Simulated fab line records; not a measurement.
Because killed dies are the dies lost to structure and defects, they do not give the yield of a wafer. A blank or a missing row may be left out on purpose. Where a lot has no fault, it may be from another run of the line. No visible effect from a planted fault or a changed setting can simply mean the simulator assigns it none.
What tool caused it? :: flow sky130 :: 72 wafers from 24 lots sampled at 6 of the route's 708 steps

== WHAT THE GAUGES READ, wafer by wafer ==
SKY_CAP2M_THK_MEAS_01. Usual: for CAP2M_CVD_00_THK the level is 15.50 nm and the standard deviation is 0.22.
lot: L074
measured: day 39 12:37
on: film metro-01
CAP2M_CVD_00_THK (nm): 15.65 15.71 15.54
flag: 

lot: L075
measured: day 39 22:11
on: film metro-04
CAP2M_CVD_00_THK (nm): 15.47 15.39 15.26
flag: 

lot: L076
measured: day 40 03:38
on: film metro-02
CAP2M_CVD_00_THK (nm): 15.58 15.61 15.87
flag: 

lot: L078
measured: day 40 11:59
on: film metro-04
CAP2M_CVD_00_THK (nm): 15.41 15.54 15.49
flag: 

lot: L077
measured: day 40 14:23
on: film metro-02
CAP2M_CVD_00_THK (nm): 15.47 15.65 15.89
flag: 

lot: L079
measured: day 41 00:58
on: film metro-04
CAP2M_CVD_00_THK (nm): 15.15 15.28 15.32
flag: 

lot: L080
measured: day 41 12:58
on: film metro-04
CAP2M_CVD_00_THK (nm): 15.44 15.31 15.58
flag: 

lot: L081
measured: day 41 18:44
on: film metro-04
CAP2M_CVD_00_THK (nm): 15.67 15.81 15.56
flag: 

lot: L083
measured: day 42 06:34
on: film metro-04
CAP2M_CVD_00_THK (nm): 15.13 15.09 15.45
flag: 

lot: L082
measured: day 42 07:10
on: film metro-04
CAP2M_CVD_00_THK (nm): 15.31 15.41 15.39
flag: 

lot: L085
measured: day 42 18:09
on: film metro-01
CAP2M_CVD_00_THK (nm): 15.39 15.36 15.27
flag: 

lot: L084
measured: day 42 21:10
on: film metro-02
CAP2M_CVD_00_THK (nm): 15.36 15.31 15.62
flag: 

lot: L086
measured: day 42 23:04
on: film metro-04
CAP2M_CVD_00_THK (nm): 15.13 15.75 15.38
flag: 

lot: L087
measured: day 43 10:05
on: film metro-02
CAP2M_CVD_00_THK (nm): 15.48 15.63 15.64
flag: 

lot: L088
measured: day 43 19:24
on: film metro-04
CAP2M_CVD_00_THK (nm): 15.35 15.46 15.50
flag: 

lot: L089
measured: day 44 04:15
on: film metro-02
CAP2M_CVD_00_THK (nm): 15.41 15.84 15.93
flag: 

lot: L090
measured: day 44 05:17
on: film metro-02
CAP2M_CVD_00_THK (nm): 15.31 15.47 15.64
flag: 

lot: L091
measured: day 44 10:07
on: film metro-02
CAP2M_CVD_00_THK (nm): 15.44 15.69 15.70
flag: 

lot: L092
measured: day 44 18:48
on: film metro-01
CAP2M_CVD_00_THK (nm): 15.51 15.52 15.84
flag: 

lot: L093
measured: day 45 05:22
on: film metro-04
CAP2M_CVD_00_THK (nm): 15.29 15.70 15.69
flag: 

lot: L094
measured: day 45 10:53
on: film metro-01
CAP2M_CVD_00_THK (nm): 15.84 15.94 15.87
flag: 

lot: L095
measured: day 45 12:26
on: film metro-02
CAP2M_CVD_00_THK (nm): 15.01 15.50 15.35
flag: 

lot: L096
measured: day 45 17:32
on: film metro-01
CAP2M_CVD_00_THK (nm): 15.43 15.41 15.99
flag: 

lot: L097
measured: day 45 19:04
on: film metro-04
CAP2M_CVD_00_THK (nm): 15.25 15.12 15.45
flag: 

SKY_VIA4_OVL_MEAS_11. Usual: for VIA4_OVL the level is 0.1 nm and the standard deviation is 1.4.
lot: L074
measured: day 42 14:29
on: overlay-01
VIA4_OVL (nm): 1.3 1.0 -0.5
flag: 

lot: L075
measured: day 42 23:44
on: overlay-01
VIA4_OVL (nm): -0.1 0.9 0.6
flag: 

lot: L076
measured: day 43 04:12
on: overlay-02
VIA4_OVL (nm): 0.9 -1.1 -0.9
flag: 

lot: L078
measured: day 43 12:29
on: overlay-02
VIA4_OVL (nm): 4.4 2.7 1.6
flag: 

lot: L077
measured: day 43 15:41
on: overlay-02
VIA4_OVL (nm): 1.1 -1.4 -0.4
flag: 

lot: L079
measured: day 44 01:39
on: overlay-01
VIA4_OVL (nm): -0.6 -0.6 -1.2
flag: 

lot: L080
measured: day 44 12:44
on: overlay-01
VIA4_OVL (nm): -3.0 -2.9 -1.1
flag: 

lot: L081
measured: day 44 17:51
on: overlay-01
VIA4_OVL (nm): 0.3 0.2 -0.4
flag: 

lot: L083
measured: day 45 03:30
on: overlay-02
VIA4_OVL (nm): 0.9 -0.5 -0.6
flag: 

lot: L082
measured: day 45 04:14
on: overlay-02
VIA4_OVL (nm): 1.1 -0.5 0.9
flag: 

lot: L085
measured: day 45 16:29
on: overlay-01
VIA4_OVL (nm): -0.2 3.0 -0.7
flag: 

lot: L084
measured: day 45 18:35
on: overlay-02
VIA4_OVL (nm): -3.1 -3.4 -1.7
flag: 

lot: L086
measured: day 45 19:30
on: overlay-01
VIA4_OVL (nm): 0.9 1.3 0.5
flag: 

lot: L087
measured: day 46 04:32
on: overlay-02
VIA4_OVL (nm): 0.6 0.5 -1.2
flag: 

lot: L088
measured: day 46 13:34
on: overlay-02
VIA4_OVL (nm): -1.3 0.8 -1.6
flag: 

lot: L089
measured: day 46 21:52
on: overlay-01
VIA4_OVL (nm): 1.5 3.6 2.1
flag: 

lot: L090
measured: day 46 23:00
on: overlay-01
VIA4_OVL (nm): -1.3 -0.4 -0.5
flag: 

lot: L091
measured: day 47 03:08
on: overlay-02
VIA4_OVL (nm): 0.8 0.8 -1.1
flag: 

lot: L092
measured: day 47 10:45
on: overlay-02
VIA4_OVL (nm): -0.3 -0.5 -0.4
flag: 

lot: L093
measured: day 47 19:49
on: overlay-01
VIA4_OVL (nm): 0.7 0.5 -0.1
flag: 

lot: L094
measured: day 48 00:25
on: overlay-02
VIA4_OVL (nm): -0.6 0.0 0.0
flag: 

lot: L095
measured: day 48 03:26
on: overlay-02
VIA4_OVL (nm): 0.4 -1.4 -0.1
flag: 

lot: L096
measured: day 48 06:28
on: overlay-02
VIA4_OVL (nm): 1.3 1.4 0.4
flag: 

lot: L097
measured: day 48 08:14
on: overlay-02
VIA4_OVL (nm): -1.6 0.9 -1.3
flag: 

SKY_PAD_OPEN_BOW_MEAS_13. Usual: for PAD_OPEN_BOW the level is 46 um and the standard deviation is 8.5.
lot: L074
measured: day 45 13:42
on: film metro-02
PAD_OPEN_BOW (um): 53 65 48
flag: 

lot: L075
measured: day 45 22:53
on: film metro-02
PAD_OPEN_BOW (um): 46 42 48
flag: 

lot: L076
measured: day 46 02:09
on: film metro-01
PAD_OPEN_BOW (um): 44 48 38
flag: 

lot: L078
measured: day 46 11:23
on: film metro-01
PAD_OPEN_BOW (um): 43 37 48
flag: 

lot: L077
measured: day 46 12:52
on: film metro-02
PAD_OPEN_BOW (um): 46 40 43
flag: 

lot: L079
measured: day 46 22:19
on: film metro-02
PAD_OPEN_BOW (um): 46 50 50
flag: 

lot: L080
measured: day 47 08:33
on: film metro-02
PAD_OPEN_BOW (um): 58 46 68
flag: 

lot: L081
measured: day 47 11:55
on: film metro-02
PAD_OPEN_BOW (um): 61 55 69
flag: 

lot: L083
measured: day 47 20:44
on: film metro-04
PAD_OPEN_BOW (um): 45 38 31
flag: 

lot: L082
measured: day 47 21:14
on: film metro-01
PAD_OPEN_BOW (um): 46 53 37
flag: 

lot: L085
measured: day 48 08:28
on: film metro-04
PAD_OPEN_BOW (um): 37 42 51
flag: 

lot: L084
measured: day 48 11:31
on: film metro-02
PAD_OPEN_BOW (um): 39 48 28
flag: 

lot: L086
measured: day 48 11:36
on: film metro-01
PAD_OPEN_BOW (um): 25 36 40
flag: 

lot: L087
measured: day 48 19:12
on: film metro-04
PAD_OPEN_BOW (um): 47 57 49
flag: 

lot: L088
measured: day 49 02:22
on: film metro-01
PAD_OPEN_BOW (um): 46 48 44
flag: 

lot: L089
measured: day 49 10:41
on: film metro-02
PAD_OPEN_BOW (um): 44 46 44
flag: 

lot: L090
measured: day 49 11:50
on: film metro-01
PAD_OPEN_BOW (um): 48 57 49
flag: 

lot: L091
measured: day 49 14:13
on: film metro-04
PAD_OPEN_BOW (um): 34 46 35
flag: 

lot: L092
measured: day 49 21:10
on: film metro-02
PAD_OPEN_BOW (um): 47 53 48
flag: 

lot: L093
measured: day 50 05:20
on: film metro-01
PAD_OPEN_BOW (um): 49 50 50
flag: 

lot: L094
measured: day 50 07:47
on: film metro-01
PAD_OPEN_BOW (um): 49 61 57
flag: 

lot: L095
measured: day 50 11:17
on: film metro-01
PAD_OPEN_BOW (um): 36 53 38
flag: 

lot: L096
measured: day 50 14:33
on: film metro-04
PAD_OPEN_BOW (um): 31 47 43
flag: 

lot: L097
measured: day 50 15:02
on: film metro-04
PAD_OPEN_BOW (um): 44 52 43
flag: 

== TOOL THAT RAN EACH LOT (tool first, then ch and the chambers of the sampled wafers, then the start) ==
lot: L074
SKY_VIA4_CVD_18: cvd w-01 ch 0,1, day 42 15:15
SKY_METAL5_DESCUM_14: rie metal-01 ch 0,1, day 43 14:28
SKY_PASSIVATION_CVD_00: pecvd-01 ch 1,2, day 43 15:19

lot: L075
SKY_VIA4_CVD_18: cvd w-01 ch 0,1, day 43 00:32
SKY_METAL5_DESCUM_14: rie metal-02 ch 0,1, day 43 23:51
SKY_PASSIVATION_CVD_00: pecvd-02 ch 0,1,2, day 44 00:42

lot: L076
SKY_VIA4_CVD_18: cvd w-01 ch 0,1, day 43 04:58
SKY_METAL5_DESCUM_14: rie metal-01 ch 0,1, day 44 03:37
SKY_PASSIVATION_CVD_00: pecvd-01 ch 1,2, day 44 04:28

lot: L078
SKY_VIA4_CVD_18: cvd w-02 ch 0,1, day 43 13:38
SKY_METAL5_DESCUM_14: rie metal-02 ch 0,1, day 44 12:31
SKY_PASSIVATION_CVD_00: pecvd-02 ch 0,2, day 44 13:25

lot: L077
SKY_VIA4_CVD_18: cvd w-02 ch 0, day 43 16:54
SKY_METAL5_DESCUM_14: rie metal-01 ch 1, day 44 14:59
SKY_PASSIVATION_CVD_00: pecvd-03 ch 0,1, day 44 16:07

lot: L079
SKY_VIA4_CVD_18: cvd w-01 ch 0,1, day 44 02:26
SKY_METAL5_DESCUM_14: rie metal-03 ch 0,1, day 45 01:19
SKY_PASSIVATION_CVD_00: pecvd-02 ch 2, day 45 02:11

lot: L080
SKY_VIA4_CVD_18: cvd w-01 ch 0,1, day 44 13:30
SKY_METAL5_DESCUM_14: rie metal-02 ch 0,1, day 45 11:56
SKY_PASSIVATION_CVD_00: pecvd-03 ch 1,2, day 45 12:48

lot: L081
SKY_VIA4_CVD_18: cvd w-01 ch 0,1, day 44 18:38
SKY_METAL5_DESCUM_14: rie metal-02 ch 0,1, day 45 17:08
SKY_PASSIVATION_CVD_00: pecvd-03 ch 0,1,2, day 45 18:00

lot: L083
SKY_VIA4_CVD_18: cvd w-02 ch 0,1, day 45 04:16
SKY_METAL5_DESCUM_14: rie metal-02 ch 0,1, day 46 01:47
SKY_PASSIVATION_CVD_00: pecvd-01 ch 0,2, day 46 02:38

lot: L082
SKY_VIA4_CVD_18: cvd w-02 ch 0,1, day 45 05:00
SKY_METAL5_DESCUM_14: rie metal-03 ch 0,1, day 46 02:07
SKY_PASSIVATION_CVD_00: pecvd-02 ch 0,1, day 46 02:59

lot: L085
SKY_VIA4_CVD_18: cvd w-02 ch 0,1, day 45 17:20
SKY_METAL5_DESCUM_14: rie metal-02 ch 0,1, day 46 14:44
SKY_PASSIVATION_CVD_00: pecvd-01 ch 0,2, day 46 15:37

lot: L084
SKY_VIA4_CVD_18: cvd w-02 ch 1, day 45 19:21
SKY_METAL5_DESCUM_14: rie metal-02 ch 0,1, day 46 16:22
SKY_PASSIVATION_CVD_00: pecvd-01 ch 0,2, day 46 17:13

lot: L086
SKY_VIA4_CVD_18: cvd w-02 ch 0, day 45 20:16
SKY_METAL5_DESCUM_14: rie metal-01 ch 0,1, day 46 16:40
SKY_PASSIVATION_CVD_00: pecvd-02 ch 0,2, day 46 17:31

lot: L087
SKY_VIA4_CVD_18: cvd w-02 ch 1, day 46 05:18
SKY_METAL5_DESCUM_14: rie metal-03 ch 0,1, day 47 01:55
SKY_PASSIVATION_CVD_00: pecvd-03 ch 0,1, day 47 02:49

lot: L088
SKY_VIA4_CVD_18: cvd w-02 ch 0,1, day 46 14:19
SKY_METAL5_DESCUM_14: rie metal-02 ch 0,1, day 47 10:46
SKY_PASSIVATION_CVD_00: pecvd-01 ch 0,1, day 47 11:38

lot: L089
SKY_VIA4_CVD_18: cvd w-01 ch 0,1, day 46 22:40
SKY_METAL5_DESCUM_14: rie metal-01 ch 0,1, day 47 18:51
SKY_PASSIVATION_CVD_00: pecvd-01 ch 0,2, day 47 19:45

lot: L090
SKY_VIA4_CVD_18: cvd w-02 ch 0,1, day 46 23:52
SKY_METAL5_DESCUM_14: rie metal-03 ch 0, day 47 19:58
SKY_PASSIVATION_CVD_00: pecvd-01 ch 0,2, day 47 21:08

lot: L091
SKY_VIA4_CVD_18: cvd w-02 ch 1, day 47 03:56
SKY_METAL5_DESCUM_14: rie metal-02 ch 0,1, day 47 23:44
SKY_PASSIVATION_CVD_00: pecvd-01 ch 0,2, day 48 00:38

lot: L092
SKY_VIA4_CVD_18: cvd w-02 ch 0,1, day 47 11:31
SKY_METAL5_DESCUM_14: rie metal-03 ch 0,1, day 48 07:35
SKY_PASSIVATION_CVD_00: pecvd-02 ch 0,1,2, day 48 08:29

lot: L093
SKY_VIA4_CVD_18: cvd w-01 ch 0,1, day 47 20:34
SKY_METAL5_DESCUM_14: rie metal-02 ch 1, day 48 16:17
SKY_PASSIVATION_CVD_00: pecvd-03 ch 0,1, day 48 17:08

lot: L094
SKY_VIA4_CVD_18: cvd w-01 ch 0,1, day 48 01:14
SKY_METAL5_DESCUM_14: rie metal-03 ch 0,1, day 48 19:45
SKY_PASSIVATION_CVD_00: pecvd-02 ch 0,1,2, day 48 20:37

lot: L095
SKY_VIA4_CVD_18: cvd w-02 ch 0,1, day 48 04:14
SKY_METAL5_DESCUM_14: rie metal-03 ch 0,1, day 48 23:26
SKY_PASSIVATION_CVD_00: pecvd-03 ch 0,1, day 49 00:17

lot: L096
SKY_VIA4_CVD_18: cvd w-01 ch 0,1, day 48 07:22
SKY_METAL5_DESCUM_14: rie metal-02 ch 0,1, day 49 01:50
SKY_PASSIVATION_CVD_00: pecvd-01 ch 0,1,2, day 49 02:41

lot: L097
SKY_VIA4_CVD_18: cvd w-01 ch 0,1, day 48 09:07
SKY_METAL5_DESCUM_14: rie metal-02 ch 0,1, day 49 03:14
SKY_PASSIVATION_CVD_00: pecvd-03 ch 0,1, day 49 04:06
- SKY_VIA4_CVD_18: deposits W, target thk 505 nm, time 152.14 s.
- SKY_METAL5_DESCUM_14: chemistry O2, time 11 s.
- SKY_PASSIVATION_CVD_00: deposits SiO2, target thk 90 nm.

== WHAT THE TOOLS THEMSELVES READ (means of the sampled wafers that have a number; where no wafer has one, the mark that the record gives instead) ==
SKY_VIA4_CVD_18. Usual: heater power w 795 W, standard deviation 48.
lot: L074
tool: cvd w-01
heater power w (W): 721
flag: 

lot: L075
tool: cvd w-01
heater power w (W): 747
flag: 

lot: L076
tool: cvd w-01
heater power w (W): 729
flag: 

lot: L078
tool: cvd w-02
heater power w (W): 833
flag: 

lot: L077
tool: cvd w-02
heater power w (W): 833
flag: 

lot: L079
tool: cvd w-01
heater power w (W): 731
flag: 

lot: L080
tool: cvd w-01
heater power w (W): 761
flag: 

lot: L081
tool: cvd w-01
heater power w (W): 759
flag: 

lot: L083
tool: cvd w-02
heater power w (W): 835
flag: 

lot: L082
tool: cvd w-02
heater power w (W): 828
flag: 

lot: L085
tool: cvd w-02
heater power w (W): 828
flag: 

lot: L084
tool: cvd w-02
heater power w (W): 846
flag: 

lot: L086
tool: cvd w-02
heater power w (W): 829
flag: 

lot: L087
tool: cvd w-02
heater power w (W): 825
flag: 

lot: L088
tool: cvd w-02
heater power w (W): 828
flag: 

lot: L089
tool: cvd w-01
heater power w (W): 740
flag: 

lot: L090
tool: cvd w-02
heater power w (W): 822
flag: 

lot: L091
tool: cvd w-02
heater power w (W): 832
flag: 

lot: L092
tool: cvd w-02
heater power w (W): 836
flag: 

lot: L093
tool: cvd w-01
heater power w (W): 750
flag: 

lot: L094
tool: cvd w-01
heater power w (W): 738
flag: 

lot: L095
tool: cvd w-02
heater power w (W): 840
flag: 

lot: L096
tool: cvd w-01
heater power w (W): 769
flag: 

lot: L097
tool: cvd w-01
heater power w (W): 757
flag: 

SKY_METAL5_DESCUM_14. Usual: chamber pressure mTorr 10.000 mTorr, standard deviation 0.0082; drypump motor current A 5.58 A, standard deviation 0.3; oes product au 1.004 a.u., standard deviation 0.0085.
lot: L074
tool: rie metal-01
chamber pressure mTorr (mTorr): 9.995
drypump motor current A (A): 5.40
oes product au (a.u.): 1.007
flag: 

lot: L075
tool: rie metal-02
chamber pressure mTorr (mTorr): 10.009
drypump motor current A (A): 5.76
oes product au (a.u.): 0.995
flag: 

lot: L076
tool: rie metal-01
chamber pressure mTorr (mTorr): 10.002
drypump motor current A (A): 5.42
oes product au (a.u.): 1.013
flag: 

lot: L078
tool: rie metal-02
chamber pressure mTorr (mTorr): 10.001
drypump motor current A (A): 5.78
oes product au (a.u.): 1.002
flag: 

lot: L077
tool: rie metal-01
chamber pressure mTorr (mTorr): 10.001
drypump motor current A (A): 5.06
oes product au (a.u.): 1.008
flag: 

lot: L079
tool: rie metal-03
chamber pressure mTorr (mTorr): 9.999
drypump motor current A (A): 5.46
oes product au (a.u.): 1.007
flag: 

lot: L080
tool: rie metal-02
chamber pressure mTorr (mTorr): 9.999
drypump motor current A (A): 5.77
oes product au (a.u.): 1.012
flag: 

lot: L081
tool: rie metal-02
chamber pressure mTorr (mTorr): 10.003
drypump motor current A (A): 5.83
oes product au (a.u.): 1.002
flag: 

lot: L083
tool: rie metal-02
chamber pressure mTorr (mTorr): 10.003
drypump motor current A (A): 5.79
oes product au (a.u.): 0.995
flag: 

lot: L082
tool: rie metal-03
chamber pressure mTorr (mTorr): 10.000
drypump motor current A (A): 5.31
oes product au (a.u.): 1.015
flag: 

lot: L085
tool: rie metal-02
chamber pressure mTorr (mTorr): 9.998
drypump motor current A (A): 5.83
oes product au (a.u.): 1.006
flag: 

lot: L084
tool: rie metal-02
chamber pressure mTorr (mTorr): 10.007
drypump motor current A (A): 5.85
oes product au (a.u.): 1.001
flag: 

lot: L086
tool: rie metal-01
chamber pressure mTorr (mTorr): 9.990
drypump motor current A (A): 5.23
oes product au (a.u.): 1.011
flag: 

lot: L087
tool: rie metal-03
chamber pressure mTorr (mTorr): 10.001
drypump motor current A (A): 5.48
oes product au (a.u.): 1.016
flag: 

lot: L088
tool: rie metal-02
chamber pressure mTorr (mTorr): 9.993
drypump motor current A (A): 5.78
oes product au (a.u.): 0.992
flag: 

lot: L089
tool: rie metal-01
chamber pressure mTorr (mTorr): 10.003
drypump motor current A (A): 5.39
oes product au (a.u.): 1.007
flag: 

lot: L090
tool: rie metal-03
chamber pressure mTorr (mTorr): 9.995
drypump motor current A (A): 5.63
oes product au (a.u.): 1.007
flag: 

lot: L091
tool: rie metal-02
chamber pressure mTorr (mTorr): 10.006
drypump motor current A (A): 5.76
oes product au (a.u.): 0.999
flag: 

lot: L092
tool: rie metal-03
chamber pressure mTorr (mTorr): 9.991
drypump motor current A (A): 5.31
oes product au (a.u.): 1.000
flag: 

lot: L093
tool: rie metal-02
chamber pressure mTorr (mTorr): 9.998
drypump motor current A (A): 5.92
oes product au (a.u.): 1.009
flag: 

lot: L094
tool: rie metal-03
chamber pressure mTorr (mTorr): 10.005
drypump motor current A (A): 5.32
oes product au (a.u.): 1.012
flag: 

lot: L095
tool: rie metal-03
chamber pressure mTorr (mTorr): 9.999
drypump motor current A (A): 5.47
oes product au (a.u.): 1.009
flag: 

lot: L096
tool: rie metal-02
chamber pressure mTorr (mTorr): 10.008
drypump motor current A (A): 5.83
oes product au (a.u.): 0.998
flag: 

lot: L097
tool: rie metal-02
chamber pressure mTorr (mTorr): 9.998
drypump motor current A (A): 5.83
oes product au (a.u.): 0.999
flag: 

SKY_PASSIVATION_CVD_00. Usual: heater power w 651 W, standard deviation 62.
lot: L074
tool: pecvd-01
heater power w (W): 618
flag: 

lot: L075
tool: pecvd-02
heater power w (W): 610
flag: 

lot: L076
tool: pecvd-01
heater power w (W): 667
flag: 

lot: L078
tool: pecvd-02
heater power w (W): 560
flag: 

lot: L077
tool: pecvd-03
heater power w (W): 673
flag: 

lot: L079
tool: pecvd-02
heater power w (W): 622
flag: 

lot: L080
tool: pecvd-03
heater power w (W): 625
flag: 

lot: L081
tool: pecvd-03
heater power w (W): 621
flag: 

lot: L083
tool: pecvd-01
heater power w (W): 683
flag: 

lot: L082
tool: pecvd-02
heater power w (W): 571
flag: 

lot: L085
tool: pecvd-01
heater power w (W): 651
flag: 

lot: L084
tool: pecvd-01
heater power w (W): 655
flag: 

lot: L086
tool: pecvd-02
heater power w (W): 611
flag: 

lot: L087
tool: pecvd-03
heater power w (W): 684
flag: 

lot: L088
tool: pecvd-01
heater power w (W): 619
flag: 

lot: L089
tool: pecvd-01
heater power w (W): 719
flag: 

lot: L090
tool: pecvd-01
heater power w (W): 682
flag: 

lot: L091
tool: pecvd-01
heater power w (W): 705
flag: 

lot: L092
tool: pecvd-02
heater power w (W): 643
flag: 

lot: L093
tool: pecvd-03
heater power w (W): 576
flag: 

lot: L094
tool: pecvd-02
heater power w (W): 664
flag: 

lot: L095
tool: pecvd-03
heater power w (W): 690
flag: 

lot: L096
tool: pecvd-01
heater power w (W): 656
flag: 

lot: L097
tool: pecvd-03
heater power w (W): 702
flag: 

== THE ANSWER, worked out from the rows above alone ==
Rule: take the mean of a lot's wafers that have a number; if it is more than 3 standard deviations from the usual mean, the lot is off. Also off: a lot with no number at a reading for which 4 or more lots have one. Any other lot the step has rows for is counted as sound. First the gauges in route order, then the tools' own readings, where a lot's mean is used as printed above. At the first step where some lot is off, the reading lying furthest off is the one used; lots without a number count as furthest.
None of the lots is off at any reading shown; this tells nothing.

== WHAT HAD BEEN PUT IN BY THE SIMULATOR ==
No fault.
